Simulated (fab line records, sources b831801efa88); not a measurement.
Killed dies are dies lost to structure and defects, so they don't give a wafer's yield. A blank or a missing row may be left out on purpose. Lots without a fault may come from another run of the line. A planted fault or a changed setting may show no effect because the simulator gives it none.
Which tool did it? | flow gf180mcu | 6 lots, 18 wafers sampled, at 2 steps of a route of 602

WHAT THE GAUGES READ, wafer by wafer
GF_MVSD_TW_MEAS_11.
lot  | measured     | on            | MVSD_TW
L695 | day 4 16:16  | film_metro-03 | 1582 1580 1586
L698 | day 5 09:38  | film_metro-04 | 1627 1626 1626
L700 | day 6 02:52  | film_metro-01 | 1630 1619 1620
L710 | day 8 06:19  | film_metro-04 | 1562 1567 1571
L712 | day 8 23:07  | film_metro-01 | 1563 1571 1579
L717 | day 10 01:03 | film_metro-01 | 1562 1559 1563

WHICH TOOL RAN EACH LOT (tool, then ch and the chambers of the sampled wafers, then the start)
lot  | GF_MVSD_IMPLANT_09
L695 | implanter-03 ch 0, day 4 16:01
L698 | implanter-02 ch 0, day 5 09:03
L700 | implanter-01 ch 0, day 6 02:03
L710 | implanter-01 ch 0, day 8 06:05
L712 | implanter-03 ch 0, day 8 22:53
L717 | implanter-02 ch 0, day 10 00:48
- GF_MVSD_IMPLANT_09

THE ANSWER, worked out from the rows above alone
Rule: what is usual is taken from the lots themselves. Put in order of their means at a reading, lots are off if they are a third of the lots or fewer, leave a main group of 4 or more, and stand apart from it by a gap of 3 or more times the standard deviation of the main group's means; of several such gaps the widest counts. A main group whose means are all the same, to the digits that the tables above print for the reading, isn't used. A lot without any number at a reading at which 4 lots or more have one is off too. The other lots that the step has rows for count as sound.
Off: L698, L700, at GF_MVSD_TW_MEAS_11 (MVSD_TW). The main group: mean 1570, standard deviation 7.9.
A tool fits if, at a process step before that reading, it ran every lot that is off, and no sound lot after the first of them. The gauges at GF_MVSD_TW_MEAS_11 are tried like those tools. None of those tried fits.

WHAT THE SIMULATOR HAD PUT IN
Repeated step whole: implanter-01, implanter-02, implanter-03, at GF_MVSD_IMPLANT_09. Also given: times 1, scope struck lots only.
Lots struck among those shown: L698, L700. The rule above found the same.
